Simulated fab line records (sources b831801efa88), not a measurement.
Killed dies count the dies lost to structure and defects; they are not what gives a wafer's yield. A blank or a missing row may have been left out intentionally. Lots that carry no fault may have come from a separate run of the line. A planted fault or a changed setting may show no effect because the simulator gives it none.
Comparing a struck lot with a sound one + flow sky130 + 19 steps out of a route of 708
Sound: wafers L591.1, L591.3, L591.4. Wafers struck: L594.3, L594.5, L594.6. The cause is named last.
Each step with rows lists, per side, the tool, then ch with its chambers, then its first start. Under that, the readings that differ: sound wafers + struck wafers + difference of the means + sigmas: that difference in standard deviations of wafers without a fault.
alike: readings whose means differ by less than 2 such deviations, and words and numbers that are the same on both sides. not compared: withheld readings, readings that some wafer has no value for, bounds like >300 that may hide the same value, and numbers for which the record gives no deviation and whose values overlap.
Wherever a step has rows on one side only, a row that says differs or no value, or a row with sigmas, the two part there. Numbers that don't overlap but have no deviation are shown without sigmas and don't part them. A reading missing from all wafers of one side parts the sides only when that side holds two or more wafers.

first, 3 steps without rows for these wafers: SKY_VT_ADJUST_NCORE_EXPOSE_04 (exposes mask LVTN COMPLEMENT THIN, target cd 380 nm); SKY_VT_ADJUST_NCORE_PEB_05; SKY_VT_ADJUST_NCORE_DEVELOP_06 (develop time 60 s).
SKY_VT_ADJUST_NCORE_CD_MEAS_07: the cd target is 380 nm.
  sound on cd sem-02, day 10 08:37; struck on cd sem-01, day 11 06:23
  alike: cd nm
SKY_VT_ADJUST_NCORE_OVL_MEAS_08:
  sound on overlay-02, day 10 08:44; struck on overlay-02, day 11 06:29
  alike: VT_ADJUST_NCORE_OVL
next, for these wafers, 1 step has no rows: SKY_VT_ADJUST_NCORE_IMPLANT_09.
SKY_VT_ADJUST_NCORE_STRIP_10: strips in O2/N2.
  sound on plasma asher-02 ch 0,1, day 10 08:55; struck on plasma asher-02 ch 0,1, day 11 06:41
  alike: drypump motor current A, oes product au, strip time to endpoint s
  not compared: rf hours counter h
SKY_VT_ADJUST_NCORE_TW_MEAS_11:
  sound on film metro-02, day 10 09:01; struck on film metro-01, day 11 06:47
  alike: VT_ADJUST_NCORE_TW
then, 4 steps without rows for these wafers: SKY_VT_ADJUST_HVTR_DEHYDRATE_00 (time 60 s); SKY_VT_ADJUST_HVTR_HMDS_01 (prime time 60 s); SKY_VT_ADJUST_HVTR_COAT_02 (resist thk 1140 nm); SKY_VT_ADJUST_HVTR_SOFTBAKE_03 (time 60 s).
SKY_VT_ADJUST_HVTR_EXPOSE_04: exposes mask HVTRM, target cd 380 nm.
  sound on iline stepper-02 ch 0, day 10 19:52; struck on iline stepper-02 ch 0, day 11 18:17
| reading                                | sound             | struck               | difference | sigmas |
|----------------------------------------|-------------------|----------------------|------------|--------|
| model.VT_ADJUST_HVTR.overlay x nm (nm) | 0.894 0.894 0.894 | -148.6 -148.6 -148.6 | -149.5     |        |
  alike: mask
then, 2 steps without rows for these wafers: SKY_VT_ADJUST_HVTR_PEB_05; SKY_VT_ADJUST_HVTR_DEVELOP_06 (develop time 60 s).
SKY_VT_ADJUST_HVTR_CD_MEAS_07: the cd target is 380 nm.
  sound on cd sem-02, day 11 07:29; struck on cd sem-01, day 12 05:48
| reading    | sound             | struck            | difference | sigmas |
|------------|-------------------|-------------------|------------|--------|
| cd nm (nm) | 384.0 380.5 385.7 | 378.8 374.8 378.3 | -6.1       | -3     |
SKY_VT_ADJUST_HVTR_OVL_MEAS_08:
  sound on overlay-01, day 11 07:36; struck on overlay-01, day 12 05:53
| reading                 | sound        | struck               | difference | sigmas      |
|-------------------------|--------------|----------------------|------------|-------------|
| VT_ADJUST_HVTR_OVL (nm) | -0.6 0.0 0.3 | -149.6 -149.5 -149.2 | -149.3     | -99 or more |
next, for these wafers, 1 step has no rows: SKY_VT_ADJUST_HVTR_IMPLANT_09.
-- record jumps: 36 days separate the struck wafers' starts on either side; left off in module VT_ADJUST_HVTR, taken up again in module PAD_OPEN, whose first shown step is the route's number 708 --
SKY_PAD_OPEN_PROBE_99:
  sound on prober-01, day 47 10:46; struck on prober-02, day 48 02:02
| reading                                  | sound                   | struck                 | difference | sigmas |
|------------------------------------------|-------------------------|------------------------|------------|--------|
| model.etest.pfet_01v8_mvt.drive ua um    | 155.6 155.3 153.7       | 146.2 146.2 144.4      | -9.3       |        |
| model.etest.pfet_01v8_mvt.off log10 a um | -10.25 -10.07 -10.25    | -10.92 -11.29 -11.18   | -0.94      |        |
| model.etest.pfet_01v8_mvt.vt sat v (V)   | -0.5331 -0.5215 -0.5424 | -0.6319 -0.6407 -0.649 | -0.1082    |        |
| model.etest.pfet_01v8_mvt.vt v (V)       | -0.6218 -0.6138 -0.6321 | -0.7148 -0.721 -0.7296 | -0.0992    |        |
  alike: killed_at_M0_to_M3, killed_at_M4_up, killed at contacts, killed at front end, killed at other, killed dies, killed on rim, killed open, killed short

## WHERE THEY PART
First at SKY_VT_ADJUST_HVTR_CD_MEAS_07; last, within this record, at SKY_VT_ADJUST_HVTR_OVL_MEAS_08. Later steps at which nothing parts them and some readings are alike: SKY_PAD_OPEN_PROBE_99.

WHY: what the simulator had put in
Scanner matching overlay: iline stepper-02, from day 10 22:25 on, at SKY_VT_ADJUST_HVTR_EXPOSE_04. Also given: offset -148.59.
